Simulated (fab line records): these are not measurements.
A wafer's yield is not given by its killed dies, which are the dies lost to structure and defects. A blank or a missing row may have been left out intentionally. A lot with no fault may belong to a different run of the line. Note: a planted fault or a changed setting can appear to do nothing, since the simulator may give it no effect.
A lot that was struck, set against a sound lot -- flow gf180mcu -- 43 steps out of a route of 602
Sound: wafers L968.2, L968.3, L968.5. The struck wafers were L976.1, L976.4, L976.5. Last of all comes the cause.
At each step with rows: each side's tool, then ch and its chambers, then its first start. Under that, the readings that differ: sound wafers -- struck wafers -- difference of the means -- sigmas: that difference in standard deviations of wafers without a fault.
alike: readings whose means differ by less than 2 such deviations, and words and numbers that are the same on both sides. not compared: withheld readings, readings that some wafer has no value for, bounds like >300 that may hide the same value, and numbers for which the record gives no deviation and whose values overlap.
A row with sigmas, a row that says differs or no value, or rows on one side alone: a step with any of these is where the two part. Non-overlapping numbers with no deviation appear without sigmas and do not part them. A reading that every wafer of one side lacks parts them only if that side has two wafers or more.

first, 2 steps without rows for these wafers: GF_DNWELL_DEVELOP_06 (develop time 60 s); GF_DNWELL_IMPLANT_07.
GF_DNWELL_STRIP_08: strips in O2/N2.
  sound on plasmaAsher-04 ch 1, day 3 21:31; struck on plasmaAsher-03 ch 0,1, day 5 16:16
reading,sound,struck,difference,sigmas
drypumpMotorCurrentA (A),5.3 5.3 5.3,6.3 6.3 6.1,+0.9,+2
  alike: heaterPowerW, oesProductAu, stripTimeToEndpointS
  not compared: rfHoursCounterH
GF_DNWELL_TW_MEAS_09:
  struck on filmMetro-01, day 5 16:22; sound on filmMetro-01, day 3 21:38
  alike: DNWELL_TW
then, 7 steps without rows for these wafers: GF_NWELL_DEHYDRATE_00 (time 60 s); GF_NWELL_HMDS_01 (prime time 60 s); GF_NWELL_COAT_02 (resist thk 3000 nm); GF_NWELL_SOFTBAKE_03; GF_NWELL_EXPOSE_04 (exposes mask Nwell, target cd 860 nm); GF_NWELL_PEB_05; GF_NWELL_DEVELOP_06 (develop time 60 s).
GF_NWELL_OVL_MEAS_07:
  struck on overlay-01, day 6 06:23; sound on overlay-01, day 4 11:20
  alike: NWELL_OVL
GF_NWELL_IMPLANT_08:
  sound on implanter-01 ch 0, day 4 11:23; struck on implanter-01 ch 0, day 6 06:25
reading,sound,struck,difference,sigmas
doseIonsCm2,1.5032e+13 1.5013e+13 1.5026e+13,2.1592e+13 2.157e+13 2.1579e+13,+6.5567e+12,+99 or more
faradayCurrentUA,84.1 83.8 81.6,122.0 122.8 121.5,+38.9,+23
then, 1 step without rows for these wafers: GF_NWELL_IMPLANT_09.
GF_NWELL_STRIP_10: strips in O2/N2.
  sound on plasmaAsher-04 ch 0,1, day 4 11:40; struck on plasmaAsher-02 ch 0,1, day 6 06:43
  alike: drypumpMotorCurrentA, heaterPowerW, oesProductAu, stripTimeToEndpointS
  not compared: rfHoursCounterH
GF_NWELL_TW_MEAS_11:
  struck on filmMetro-04, day 6 07:08; sound on filmMetro-04, day 4 11:46
reading,sound,struck,difference,sigmas
NWELL_TW,1599 1586 1596,1761 1765 1769,+171,+18
  not compared: hold
then, 6 steps without rows for these wafers: GF_LVPWELL_HMDS_01 (prime time 60 s); GF_LVPWELL_COAT_02 (resist thk 3000 nm); GF_LVPWELL_SOFTBAKE_03; GF_LVPWELL_EXPOSE_04 (exposes mask LVPWELL, target cd 600 nm); GF_LVPWELL_PEB_05; GF_LVPWELL_DEVELOP_06 (develop time 60 s).
GF_LVPWELL_OVL_MEAS_07:
  struck on overlay-02, day 6 21:46; sound on overlay-02, day 5 01:44
  alike: LVPWELL_OVL
then, 2 steps without rows for these wafers: GF_LVPWELL_IMPLANT_08; GF_LVPWELL_IMPLANT_09.
GF_LVPWELL_STRIP_10: strips in O2/N2.
  sound on plasmaAsher-03 ch 0,1, day 5 02:04; struck on plasmaAsher-01 ch 0, day 6 22:06
  alike: drypumpMotorCurrentA, heaterPowerW, oesProductAu, stripTimeToEndpointS
  not compared: rfHoursCounterH
GF_LVPWELL_TW_MEAS_11:
  struck on filmMetro-04, day 6 22:12; sound on filmMetro-04, day 5 02:10
  alike: LVPWELL_TW
then, 7 steps without rows for these wafers: GF_MVSD_DEHYDRATE_00 (time 60 s); GF_MVSD_HMDS_01 (prime time 60 s); GF_MVSD_COAT_02 (resist thk 3000 nm); GF_MVSD_SOFTBAKE_03; GF_MVSD_EXPOSE_04 (exposes mask MVSD, target cd 1000 nm); GF_MVSD_PEB_05; GF_MVSD_DEVELOP_06 (develop time 60 s).
GF_MVSD_OVL_MEAS_07:
  struck on overlay-02, day 7 12:49; sound on overlay-02, day 5 16:29
  alike: MVSD_OVL
then, 2 steps without rows for these wafers: GF_MVSD_IMPLANT_08; GF_MVSD_IMPLANT_09.
GF_MVSD_STRIP_10: strips in O2/N2.
  sound on plasmaAsher-01 ch 0,1, day 5 16:49; struck on plasmaAsher-02 ch 0,1, day 7 13:10
  alike: drypumpMotorCurrentA, heaterPowerW, oesProductAu, stripTimeToEndpointS
  not compared: rfHoursCounterH
GF_MVSD_TW_MEAS_11:
  struck on filmMetro-03, day 7 13:16; sound on filmMetro-03, day 5 16:55
  alike: MVSD_TW
then, 2 steps without rows for these wafers: GF_MVPSD_DEHYDRATE_00 (time 60 s); GF_MVPSD_HMDS_01 (prime time 60 s).
-- the record jumps here: 4 days lie between the struck wafers' starts before and after --
GF_VT_IMPLANT_RS_MEAS_47: measures by four-point-probe.
  struck on filmMetro-04, day 11 05:41; sound on filmMetro-03, day 9 00:35
reading,sound,struck,difference,sigmas
NWELL_RS (ohm/sq),485.6 486.5 487.0,403.1 403.2 403.2,-83.2,-69
  not compared: hold
then, 1 step without rows for these wafers: GF_PASSIVATION_PROBE_99.

WHERE THEY PART
Last at GF_VT_IMPLANT_RS_MEAS_47 as far as this record goes, first at GF_DNWELL_STRIP_08.

WHY: whatever the simulator had introduced
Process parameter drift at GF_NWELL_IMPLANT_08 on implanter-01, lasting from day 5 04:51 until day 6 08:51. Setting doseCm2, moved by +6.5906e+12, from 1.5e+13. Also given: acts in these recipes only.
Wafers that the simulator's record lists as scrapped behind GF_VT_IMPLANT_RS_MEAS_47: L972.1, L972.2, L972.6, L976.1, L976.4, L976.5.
